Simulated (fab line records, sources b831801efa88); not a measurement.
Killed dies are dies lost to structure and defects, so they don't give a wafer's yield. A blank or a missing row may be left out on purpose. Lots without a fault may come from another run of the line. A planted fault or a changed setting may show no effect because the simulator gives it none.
Which tool did it? | flow gf180mcu | 13 lots, 39 wafers sampled, at 3 steps of a route of 602

WHAT THE GAUGES READ, wafer by wafer
GF_V2_THK_MEAS_01. Usual: V2_CVD_00_THK 598 nm, standard deviation 6.5.
lot  | measured     | on            | V2_CVD_00_THK (nm) | flag
L748 | day 19 05:05 | film_metro-02 | 590 590 599        |
L749 | day 19 18:40 | film_metro-01 | 609 606 612        |
L753 | day 21 09:08 | film_metro-02 | 604 596 596        |
L754 | day 21 22:31 | film_metro-02 | 608 596 596        |
L758 | day 23 22:49 | film_metro-01 | 595 593 591        |
L759 | day 24 02:38 | film_metro-04 | 593 591 587        |
L760 | day 24 09:30 | film_metro-04 | 604 606 601        |
L763 | day 25 02:07 | film_metro-04 | 604 605 594        |
L765 | day 25 14:13 | film_metro-02 | 597 604 597        |
L764 | day 25 16:12 | film_metro-04 | 583 589 593        |
L767 | day 26 10:27 | film_metro-04 | 591 593 607        |
L769 | day 26 21:10 | film_metro-01 | 598 596 595        |
L770 | day 27 03:24 | film_metro-01 | 591 589 592        |

GF_V2_THK_MEAS_03. Usual: V2_CVD_02_THK 852 nm, standard deviation 11.
lot  | measured     | on            | V2_CVD_02_THK (nm) | flag
L748 | day 19 05:13 | film_metro-01 | 832 847 858        |
L749 | day 19 18:48 | film_metro-01 | 849 870 869        |
L753 | day 21 09:15 | film_metro-01 | 848 858 859        |
L754 | day 21 22:39 | film_metro-01 | 843 848 864        |
L758 | day 23 22:57 | film_metro-02 | 848 867 853        |
L759 | day 24 02:46 | film_metro-04 | 838 862 851        |
L760 | day 24 09:38 | film_metro-01 | 855 861 860        |
L763 | day 25 02:15 | film_metro-02 | 855 862 863        |
L765 | day 25 14:20 | film_metro-01 | 851 859 847        |
L764 | day 25 16:20 | film_metro-01 | 844 847 855        |
L767 | day 26 10:35 | film_metro-02 | 859 877 870        |
L769 | day 26 21:18 | film_metro-02 | 874 873 859        |
L770 | day 27 03:32 | film_metro-02 | 827 829 843        |

GF_V2_OVL_MEAS_15. Usual: V2_OVL -3 nm, standard deviation 5.9.
lot  | measured     | on         | V2_OVL (nm) | flag
L748 | day 20 05:27 | overlay-02 | -9 -5 -4    |
L749 | day 20 19:14 | overlay-02 | 0 2 -6      |
L753 | day 22 08:56 | overlay-01 | 4 -5 1      |
L754 | day 22 22:10 | overlay-01 | -3 -6 1     |
L758 | day 24 21:09 | overlay-02 | -5 -3 -10   |
L759 | day 25 01:28 | overlay-02 | -5 -7 2     |
L760 | day 25 07:36 | overlay-01 | -10 -6 -1   |
L763 | day 26 00:02 | overlay-01 | 6 -4 2      |
L765 | day 26 12:39 | overlay-02 | -2 4 -5     |
L764 | day 26 14:08 | overlay-02 | 8 1 5       |
L767 | day 27 07:06 | overlay-01 | 2 10 7      |
L769 | day 27 17:51 | overlay-01 | 8 -4 6      |
L770 | day 28 00:14 | overlay-02 | 3 -1 2      |

WHICH TOOL RAN EACH LOT (tool, then ch and the chambers of the sampled wafers, then the start)
The record holds no process step before these readings.

WHAT THE TOOLS THEMSELVES READ (means of the sampled wafers that have a number; where no wafer has one, the mark that the record gives instead)
The record holds no such reading with a usual standard deviation.

THE ANSWER, worked out from the rows above alone
Rule: a lot is off if the mean of its wafers that have a number lies more than 3 standard deviations from the usual mean. A lot without any number at a reading at which 4 lots or more have one is off too. The other lots that the step has rows for count as sound. The gauges are gone through in route order, then the tools' own readings, and for those a lot's mean is taken as printed above. The first step at which some lot is off is used, and at that step the reading that is off furthest; a lot without a number counts as furthest.
No lot is off at any reading shown: from this, nothing can be told.

WHAT THE SIMULATOR HAD PUT IN
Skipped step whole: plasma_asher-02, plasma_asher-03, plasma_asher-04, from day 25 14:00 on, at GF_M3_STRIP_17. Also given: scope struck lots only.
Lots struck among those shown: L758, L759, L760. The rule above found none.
